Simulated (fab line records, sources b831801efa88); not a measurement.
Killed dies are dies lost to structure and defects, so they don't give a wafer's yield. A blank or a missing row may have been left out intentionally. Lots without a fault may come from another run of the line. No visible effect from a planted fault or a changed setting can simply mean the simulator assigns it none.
Problem report, 8D (eight disciplines) form, completed by code	flow gf180mcu	the parts of the form that need people (team, actions taken, sign-off) are left out

1. WHAT IS WRONG
At GF_M4_CD_MEAS_14, cdNm averages 296.5 nm over 6 wafers from 2 lots, while fault-free wafers read 279.8 nm, standard deviation 1. That is +17 standard deviations from the usual mean.
The step: target cd 280 nm.
Seen first at day 29 19:58 on cdSem-01, wafer L184.1. The record holds 36 wafers of 12 lots with a number at this step. Rule for "out", or "out of limits": more than 4 standard deviations from the usual mean. The other wafers with a number count as sound.

2. WHAT IT IS, WHAT IT ISN'T
question	is	is not
which readings at this step	cdNm	-
which lots	L184, L186	L165, L167, L169, L171, L173, L175, L176, L178, L179, L181
which wafers of those lots	all that have a number	-
read on which gauges	cdSem-01, cdSem-02	-
when	from day 29 19:58	up to then (30 sound wafers)

3. WHAT RULES OUT EACH SUSPECT
Counting: a tool stays on the suspect list if, at a process step up to the reading, it processed all lots that are out and no sound lot following the first of them.
- the gauge at GF_M4_CD_MEAS_14 is ruled out. 2 gauges (cdSem-01, cdSem-02) read the wafers that are out.
- plasmaAsher-02 at GF_V3_STRIP_18 (strips in O2/N2): kept. It processed each lot that is out, first L184 at day 28 23:26, and no sound lot thereafter; up to then, the last sound lot it processed was L181 at day 28 02:05.
- lithoTrack-04 at GF_M4_PEB_12 (peb time 90 s): kept. It processed each lot that is out, first L184 at day 29 19:37, and no sound lot thereafter; up to then, the last sound lot it processed was L181 at day 28 22:28. On those wafers its own readings are out: heaterPowerTotalW.
Left after counting: plasmaAsher-02 at GF_V3_STRIP_18, lithoTrack-04 at GF_M4_PEB_12.

4. THE CAUSE (what the simulator had put in)
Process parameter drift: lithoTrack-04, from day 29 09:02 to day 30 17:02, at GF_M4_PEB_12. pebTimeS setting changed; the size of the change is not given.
This tool is one of the 2 suspects left after counting.

5. SEQUENCE OF EFFECTS, ordered by route
One row per reading whose mean, taken over the struck wafers that have a number, lies over 3 standard deviations from the usual. Readings are gone through only where the record gives a usual standard deviation; hours: the median, over the lots, of the time from a lot's start at the first step in this table giving one to that lot's start at this step; sigmas: the change measured in usual standard deviations.
hours	step	reading	usual	on struck wafers	change	sigmas
0	GF_M4_PEB_12	heaterPowerTotalW	85.69 W	105.20	+19.51	+99 or more
0	GF_M4_CD_MEAS_14	cdNm	279.8 nm	296.5	+16.7	+17
It contains these process steps:
- GF_M4_PEB_12: peb time 90 s.

6. HOW IT WOULD HAVE BEEN CAUGHT EARLIER
The first out-of-limits reading at a measuring or inspecting step in this record came at day 29 19:58, 11 hours after the fault's start at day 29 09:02.
The tool's own readings at GF_M4_PEB_12 were out on every struck wafer that the step has a row for (heaterPowerTotalW): an alarm limit on them would have fired on the first of those.
Lots out: 2; of these, L186 started GF_M4_PEB_12 on lithoTrack-04 after day 29 19:58. Had the tool been put on hold then, it would have been spared.
